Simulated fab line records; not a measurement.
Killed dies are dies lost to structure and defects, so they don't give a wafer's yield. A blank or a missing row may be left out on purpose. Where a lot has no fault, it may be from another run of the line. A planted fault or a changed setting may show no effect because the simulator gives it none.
A lot that was struck, set against a sound lot || flow sky130 || 14 out of 708 route steps
Sound: the wafers L190.1, L190.3, L190.5. Wafers L205.2, L205.4, L205.6 were the ones struck. The cause is given at the end.
Order at every step that has rows: each side's tool, ch and its chambers, its first start. Under that, the readings that differ: sound wafers || struck wafers || difference of the means || sigmas: that difference in standard deviations of wafers without a fault.
alike: readings whose means differ by less than 2 such deviations, and words and numbers that are the same on both sides. not compared: withheld readings, readings that some wafer has no value for, bounds like >300 that may hide the same value, and numbers for which the record gives no deviation and whose values overlap.
A row with sigmas, a row that says differs or no value, or rows on one side alone: a step with any of these is where the two part. Numbers that don't overlap but have no deviation are shown without sigmas and don't part them. Lack of a reading on every wafer of one side parts them only where that side has two or more wafers.

first, 4 steps without rows for these wafers: SKY_METAL3_STRIP_20 (strips in post etch residue remover, time 1200 s); SKY_METAL3_CLEAN_21 (cleans in IPA, time 180 s); SKY_METAL3_CLEAN_22 (cleans in O3/DIW); SKY_VIA3_HDPCVD_00 (deposits SiO2, target thk 1635 nm, time 264.8 s).
SKY_VIA3_THK_MEAS_01:
  struck on film metro-01, day 44 06:28; sound on film metro-01, day 39 21:19
{"reading": "VIA3_HDPCVD_THK (nm)", "sound": "1590 1601 1586", "struck": "1547 1543 1547", "difference": -47, "sigmas": -3}
SKY_VIA3_CMP_02: polishes SiO2.
  sound on cmp-01 ch 0,3, day 39 21:22; struck on cmp-01 ch 1,3, day 44 06:34
  alike: motor current A
SKY_VIA3_BOW_MEAS_03:
  struck on film metro-01, day 44 06:50; sound on film metro-04, day 39 21:40
  alike: VIA3_BOW
then, 5 steps without rows for these wafers: SKY_VIA3_DEHYDRATE_04 (time 60 s); SKY_VIA3_HMDS_05 (prime time 60 s); SKY_VIA3_COAT_06 (resist thk 60 nm); SKY_VIA3_COAT_07 (resist thk 450 nm); SKY_VIA3_SOFTBAKE_08 (time 90 s).
SKY_VIA3_EXPOSE_09: exposes mask VIM3, target cd 200 nm.
  sound on krf scanner-02 ch 0, day 40 09:59; struck on krf scanner-02, day 44 17:28
  no value came back on the struck wafers for exposure dose mJ cm2, focus offset nm (nm); on the sound wafers exposure dose mJ cm2 reads 38.06 38.04 37.98
  alike: mask
after that, 1 step had no rows for these wafers: SKY_VIA3_PEB_10.

WHERE THEY PART
First at SKY_VIA3_THK_MEAS_01; last, within this record, at SKY_VIA3_EXPOSE_09.

WHY: the cause the simulator had injected
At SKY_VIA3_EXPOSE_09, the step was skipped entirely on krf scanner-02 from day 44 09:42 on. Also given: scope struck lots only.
